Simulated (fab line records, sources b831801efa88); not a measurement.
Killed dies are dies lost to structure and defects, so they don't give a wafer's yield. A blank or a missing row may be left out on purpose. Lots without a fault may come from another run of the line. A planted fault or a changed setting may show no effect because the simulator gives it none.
Which tool did it? | flow gf180mcu | 13 lots, 39 wafers sampled, at 6 steps of a route of 602

WHAT THE GAUGES READ, wafer by wafer
GF_HV_LDD_CD_MEAS_19: target cd 400 nm. Usual: cd_nm 400.4 nm, standard deviation 2.
lot  | measured     | on        | cd_nm (nm)        | flag
L532 | day 10 20:31 | cd_sem-01 | 401.6 402.6 400.7 |
L533 | day 10 23:13 | cd_sem-01 | 400.7 397.7 400.4 |
L534 | day 11 11:40 | cd_sem-01 | 399.3 399.3 398.2 |
L535 | day 12 00:10 | cd_sem-01 | 403.4 403.1 402.8 |
L537 | day 12 12:22 | cd_sem-01 | 402.0 402.9 401.7 |
L538 | day 12 18:56 | cd_sem-02 | 400.4 398.4 398.9 |
L539 | day 13 00:03 | cd_sem-02 | 401.8 401.2 401.0 |
L544 | day 14 13:27 | cd_sem-02 | 398.6 397.9 402.0 |
L545 | day 14 20:38 | cd_sem-02 | 404.5 404.0 402.8 |
L546 | day 15 03:07 | cd_sem-02 | 399.0 400.8 400.2 |
L549 | day 16 02:31 | cd_sem-01 | 399.2 401.1 398.9 |
L551 | day 16 15:33 | cd_sem-01 | 399.8 397.1 398.5 |
L553 | day 17 10:00 | cd_sem-01 | 399.9 396.3 398.6 |

GF_HV_LDD_CD_MEAS_31: target cd 400 nm. Usual: cd_nm 400.4 nm, standard deviation 2.5.
lot  | measured     | on        | cd_nm (nm)        | flag
L532 | day 11 15:10 | cd_sem-02 | 399.3 399.2 400.5 |
L533 | day 11 18:10 | cd_sem-02 | 402.0 403.9 401.9 |
L534 | day 12 06:19 | cd_sem-01 | 400.4 401.0 400.2 |
L535 | day 12 19:34 | cd_sem-01 | 400.7 403.5 401.7 |
L537 | day 13 07:55 | cd_sem-02 | 400.5 400.7 401.7 |
L538 | day 13 15:25 | cd_sem-02 | 398.9 400.9 398.1 |
L539 | day 13 20:57 | cd_sem-02 | 400.6 401.0 400.6 |
L544 | day 15 11:30 | cd_sem-01 | 400.0 400.9 398.6 |
L545 | day 15 18:23 | cd_sem-01 | 400.5 399.8 399.4 |
L546 | day 16 00:58 | cd_sem-02 | 404.3 403.8 404.8 |
L549 | day 17 00:57 | cd_sem-02 | 403.1 400.6 402.1 |
L551 | day 17 14:13 | cd_sem-01 | 400.1 400.7 399.6 |
L553 | day 18 09:42 | cd_sem-01 | 393.9 395.0 395.5 |

GF_PSD_RS_MEAS_14: measures by four-point-probe. Usual: NSD_RS 46.12 ohm/sq, standard deviation 0.094.
lot  | measured     | on            | NSD_RS (ohm/sq)   | flag
L532 | day 14 07:13 | film_metro-03 | 46.20 46.23 46.12 |
L533 | day 14 10:15 | film_metro-04 | 46.34 46.34 46.33 |
L534 | day 14 23:25 | film_metro-02 | 46.23 46.12 46.19 |
L535 | day 15 15:01 | film_metro-03 | 40.76 40.83 40.73 | OFF
L537 | day 16 04:04 | film_metro-03 | 46.09 46.14 46.11 |
L538 | day 16 11:32 | film_metro-03 | 40.80 40.74 40.73 | OFF
L539 | day 16 19:15 | film_metro-02 | 40.88 40.68 40.80 | OFF
L544 | day 18 12:15 | film_metro-02 | 46.07 46.10 46.09 |
L545 | day 18 21:15 | film_metro-04 | 46.22 46.11 46.18 |
L546 | day 19 02:19 | film_metro-02 | 46.11 46.06 46.09 |
L549 | day 20 05:46 | film_metro-03 | 46.14 46.14 46.19 |
L551 | day 20 20:03 | film_metro-02 | 46.21 46.14 46.08 |
L553 | day 21 17:03 | film_metro-03 | 46.13 46.15 46.26 |

GF_SAB_THK_MEAS_01. Usual: SAB_CVD_00_THK 49.6 nm, standard deviation 0.81.
lot  | measured     | on            | SAB_CVD_00_THK (nm) | flag
L532 | day 14 07:28 | film_metro-04 | 49.3 50.0 50.2      |
L533 | day 14 10:29 | film_metro-02 | 51.1 51.0 50.8      |
L534 | day 14 23:40 | film_metro-04 | 48.5 49.6 50.0      |
L535 | day 15 15:14 | film_metro-01 | 49.7 51.2 49.2      |
L537 | day 16 04:19 | film_metro-02 | 49.1 47.6 48.5      |
L538 | day 16 11:47 | film_metro-02 | 49.8 50.6 50.4      |
L539 | day 16 19:31 | film_metro-01 | 48.5 48.4 48.9      |
L544 | day 18 12:31 | film_metro-04 | 48.2 47.8 49.2      |
L545 | day 18 21:29 | film_metro-02 | 48.3 48.9 49.7      |
L546 | day 19 02:35 | film_metro-01 | 49.3 49.6 50.1      |
L549 | day 20 06:01 | film_metro-04 | 50.2 49.4 50.2      |
L551 | day 20 20:19 | film_metro-01 | 50.0 50.7 50.0      |
L553 | day 21 17:19 | film_metro-04 | 49.5 50.3 50.0      |

WHICH TOOL RAN EACH LOT (tool, then ch and the chambers of the sampled wafers, then the start)
lot  | GF_NSD_IMPLANT_10               | GF_NSD_STRIP_11
L532 | implanter-01 ch 0, day 13 09:53 | plasma_asher-02 ch 0, day 13 10:01
L533 | implanter-03 ch 0, day 13 12:38 | plasma_asher-01 ch 0,1, day 13 12:44
L534 | implanter-04 ch 0, day 14 02:07 | plasma_asher-02 ch 0,1, day 14 02:16
L535 | implanter-01 ch 0, day 14 16:38 | plasma_asher-03 ch 0,1, day 14 17:04
L537 | implanter-04 ch 0, day 15 05:38 | plasma_asher-02 ch 0, day 15 05:46
L538 | implanter-04 ch 0, day 15 13:05 | plasma_asher-01 ch 0,1, day 15 13:31
L539 | implanter-04 ch 0, day 15 20:46 | plasma_asher-01 ch 0,1, day 15 21:14
L544 | implanter-04 ch 0, day 17 12:18 | plasma_asher-02 ch 0,1, day 17 12:27
L545 | implanter-04 ch 0, day 17 20:31 | plasma_asher-02 ch 0,1, day 17 20:40
L546 | implanter-04 ch 0, day 18 02:29 | plasma_asher-03 ch 0,1, day 18 02:37
L549 | implanter-03 ch 0, day 19 04:41 | plasma_asher-01 ch 0,1, day 19 04:49
L551 | implanter-03 ch 0, day 19 18:49 | plasma_asher-02 ch 0, day 19 18:58
L553 | implanter-04 ch 0, day 20 16:46 | plasma_asher-02 ch 0,1, day 20 16:55
- GF_NSD_IMPLANT_10
- GF_NSD_STRIP_11: strips in O2/N2.

WHAT THE TOOLS THEMSELVES READ (means of the sampled wafers that have a number; where no wafer has one, the mark that the record gives instead)
GF_NSD_STRIP_11. Usual: chamber_pressure_mTorr 1500.0 mTorr, standard deviation 1.4; drypump_motor_current_A 5.7 A, standard deviation 0.53; heater_power_w 323 W, standard deviation 48; o2_flow_sccm 2999 sccm, standard deviation 8.4; oes_product_au 0.487 a.u., standard deviation 0.0044; strip_time_to_endpoint_s 22.97 s, standard deviation 0.038.
lot  | tool            | chamber_pressure_mTorr (mTorr) | drypump_motor_current_A (A) | heater_power_w (W) | o2_flow_sccm (sccm) | oes_product_au (a.u.) | strip_time_to_endpoint_s (s) | flag
L532 | plasma_asher-02 | 1499.9                         | 6.4                         | 285                | 3009                | 0.485                 | 22.96                        |
L533 | plasma_asher-01 | 1499.7                         | 5.3                         | 365                | 2995                | 0.490                 | 22.99                        |
L534 | plasma_asher-02 | 1500.6                         | 5.9                         | 303                | 2996                | 0.488                 | 22.95                        |
L535 | plasma_asher-03 | 1499.8                         | 5.9                         | 336                | 3002                | 0.483                 | 23.42                        | OFF
L537 | plasma_asher-02 | 1501.4                         | 6.4                         | 289                | 3005                | 0.485                 | 22.98                        |
L538 | plasma_asher-01 | 1500.5                         | 5.4                         | 368                | 3000                | 0.483                 | 23.46                        | OFF
L539 | plasma_asher-01 | 1502.3                         | 5.4                         | 370                | 3001                | 0.483                 | 23.42                        | OFF
L544 | plasma_asher-02 | 1499.9                         | 5.9                         | 298                | 2997                | 0.483                 | 22.96                        |
L545 | plasma_asher-02 | 1501.0                         | 5.9                         | 299                | 2993                | 0.484                 | 22.98                        |
L546 | plasma_asher-03 | 1500.1                         | 5.7                         | 340                | 2991                | 0.488                 | 22.96                        |
L549 | plasma_asher-01 | 1499.6                         | 5.4                         | 373                | 2999                | 0.485                 | 22.99                        |
L551 | plasma_asher-02 | 1500.0                         | 6.4                         | 284                | 3006                | 0.480                 | 22.92                        |
L553 | plasma_asher-02 | 1499.8                         | 6.1                         | 297                | 2990                | 0.490                 | 22.99                        |

THE ANSWER, worked out from the rows above alone
Rule: a lot is off if the mean of its wafers that have a number lies more than 3 standard deviations from the usual mean. A lot without any number at a reading at which 4 lots or more have one is off too. The other lots that the step has rows for count as sound. The gauges are gone through in route order, then the tools' own readings, and for those a lot's mean is taken as printed above. The first step at which some lot is off is used, and at that step the reading that is off furthest; a lot without a number counts as furthest.
Off: L535, L538, L539, at GF_PSD_RS_MEAS_14 (NSD_RS).
A tool fits if, at a process step before that reading, it ran every lot that is off, and no sound lot after the first of them. The gauges at GF_PSD_RS_MEAS_14 aren't tried: what is off there is off at GF_NSD_STRIP_11 too, on other tools, and a gauge's error can't cause that. None of those tried fits.

WHAT THE SIMULATOR HAD PUT IN
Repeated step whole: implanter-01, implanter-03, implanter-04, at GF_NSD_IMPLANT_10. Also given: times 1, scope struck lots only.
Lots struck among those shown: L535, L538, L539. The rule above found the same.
